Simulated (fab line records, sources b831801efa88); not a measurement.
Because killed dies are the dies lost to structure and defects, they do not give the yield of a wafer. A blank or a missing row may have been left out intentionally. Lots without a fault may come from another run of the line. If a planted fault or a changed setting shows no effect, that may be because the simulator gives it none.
A struck lot beside a sound one -- flow sky130 -- 20 out of 708 route steps
Sound: these wafers, L342.1, L342.3, L342.6. The struck wafers were L339.1, L339.2, L339.4. The cause is named last.
At each step with rows: each side's tool, then ch and its chambers, then its first start. Under that, the readings that differ: sound wafers -- struck wafers -- difference of the means -- sigmas: that difference in standard deviations of wafers without a fault.
alike: a reading whose means differ by less than 2 such deviations, as well as words and numbers matching on both sides. not compared: withheld readings; readings where some wafer has no value; bounds like >300 that might hide an equal value; numbers whose values overlap and for which the record gives no deviation.
A row with sigmas, a row that says differs or no value, or rows on one side alone: a step with any of these is where the two part. Numbers that have no deviation but don't overlap get no sigmas and don't part them. A reading missing from all wafers of one side parts the sides only when that side holds two or more wafers.

first, 1 step without rows for these wafers: SKY_POLY_GATE_CVD_03 (deposits Si3N4 from DCS/NH3, target thk 75 nm, time 1290 s).
SKY_POLY_GATE_THK_MEAS_04:
  sound on film metro-04, day 21 17:52; struck on film metro-01, day 21 11:55
  alike: POLY_GATE_CVD_03_THK
then, 8 steps without rows for these wafers: SKY_POLY_GATE_DEHYDRATE_05 (time 60 s); SKY_POLY_GATE_HMDS_06 (prime time 60 s); SKY_POLY_GATE_COAT_07 (resist thk 110 nm); SKY_POLY_GATE_COAT_08 (resist thk 450 nm); SKY_POLY_GATE_SOFTBAKE_09 (time 90 s); SKY_POLY_GATE_EXPOSE_10 (exposes mask P1M, target cd 150 nm); SKY_POLY_GATE_PEB_11; SKY_POLY_GATE_DEVELOP_12 (develop time 60 s).
SKY_POLY_GATE_CD_MEAS_13: the cd target is 150 nm.
  sound on cd sem-02, day 23 00:31; struck on cd sem-01, day 22 18:02
  alike: cd nm
SKY_POLY_GATE_OVL_MEAS_14:
  sound on overlay-01, day 23 00:38; struck on overlay-01, day 22 18:09
  alike: POLY_GATE_OVL
SKY_POLY_GATE_ETCH_15: etches BARC in N2/H2, stops on SiO2, time 118.5 s, target depth 110 nm.
  sound on rie diel-03 ch 0,3, day 23 00:41; struck on rie diel-03 ch 0,1,2, day 22 18:11
  no value came back on the struck wafers for any of 5 readings (bias w (W), chamber pressure mTorr (mTorr) and others); on the sound wafers bias w (W) reads 99.89 100.25 100.15
reading,sound,struck,difference,sigmas
model.KrF-thick_of_POLY_GATE_COAT_08.thk nm (nm),342.5 344.9 344.9,437.1 437.2 438.3,+93.4,
  not compared: rf hours counter h
SKY_POLY_GATE_ETCH_16: etches Si3N4 in CH3F/O2, stops on poly-Si, time 147.5 s, target depth 75 nm.
  sound on rie diel-03 ch 0,3, day 23 00:46; struck on rie diel-03 ch 0,1,2, day 22 18:16
reading,sound,struck,difference,sigmas
ch3f flow sccm (sccm),40.17 40.42 40.20,40.09 40.02 39.78,-0.30,-2
oes product au (a.u.),0.648 0.639 0.648,0.366 0.376 0.380,-0.271,-56
throttle valve pct (%),10.540 10.544 10.524,10.511 10.500 10.489,-0.036,-4
  alike: O2_flow_sccm, bias w, drypump motor current A
  not compared: rf hours counter h, model.POLY_GATE.cd nm
SKY_POLY_GATE_ETCH_17: etches poly-Si in HBr/Cl2, stops on SiO2, target depth 180 nm, time 70.5 s.
  sound on rie si-01 ch 2,3, day 23 00:52; struck on rie si-02 ch 2,3, day 22 18:22
reading,sound,struck,difference,sigmas
mfc cl2 sccm (sccm),49.46 49.80 49.85,49.80 50.25 50.03,+0.32,+2
oes product au (a.u.),1.005 0.991 0.994,0.267 0.272 0.276,-0.725,-99 or more
model.KrF-thick_of_POLY_GATE_COAT_08.thk nm (nm),138.1 141.2 141.6,233.9 232.6 233.6,+93.1,
  alike: HBr_flow_sccm, bias w, drypump motor current A, he backside leak sccm, throttle valve pct
  not compared: rf hours counter h, model.POLY_GATE.cd nm
SKY_POLY_GATE_STRIP_18: strips in O2/N2.
  sound on plasma asher-04 ch 0,1, day 23 00:55; struck on plasma asher-02 ch 0,1, day 22 18:25
reading,sound,struck,difference,sigmas
oes product au (a.u.),0.354 0.350 0.358,0.409 0.399 0.402,+0.049,+9
strip time to endpoint s (s),3.16 3.18 3.19,4.19 4.15 4.17,+0.99,+31
  alike: drypump motor current A
  not compared: rf hours counter h
then, 2 steps without rows for these wafers: SKY_POLY_GATE_CLEAN_19 (cleans in SC1/SC2, time 150 s); SKY_POLY_GATE_OXIDATION_20 (stabilise 600 s, purge 300 s, target thk 4 nm).
SKY_POLY_GATE_CD_MEAS_22:
  sound on cd sem-02, day 23 02:22; struck on cd sem-01, day 22 19:53
reading,sound,struck,difference,sigmas
cd nm (nm),146.3 147.5 147.6,- - -,no value on the struck wafers,
then, 1 step without rows for these wafers: SKY_LDD_N_DEHYDRATE_00 (time 60 s).

== WHERE THEY PART ==
First at SKY_POLY_GATE_ETCH_15; last, within this record, at SKY_POLY_GATE_CD_MEAS_22.

WHY: the cause the simulator had injected
Step skipped in full: rie diel-03, at SKY_POLY_GATE_ETCH_15, from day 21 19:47 onward. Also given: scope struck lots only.
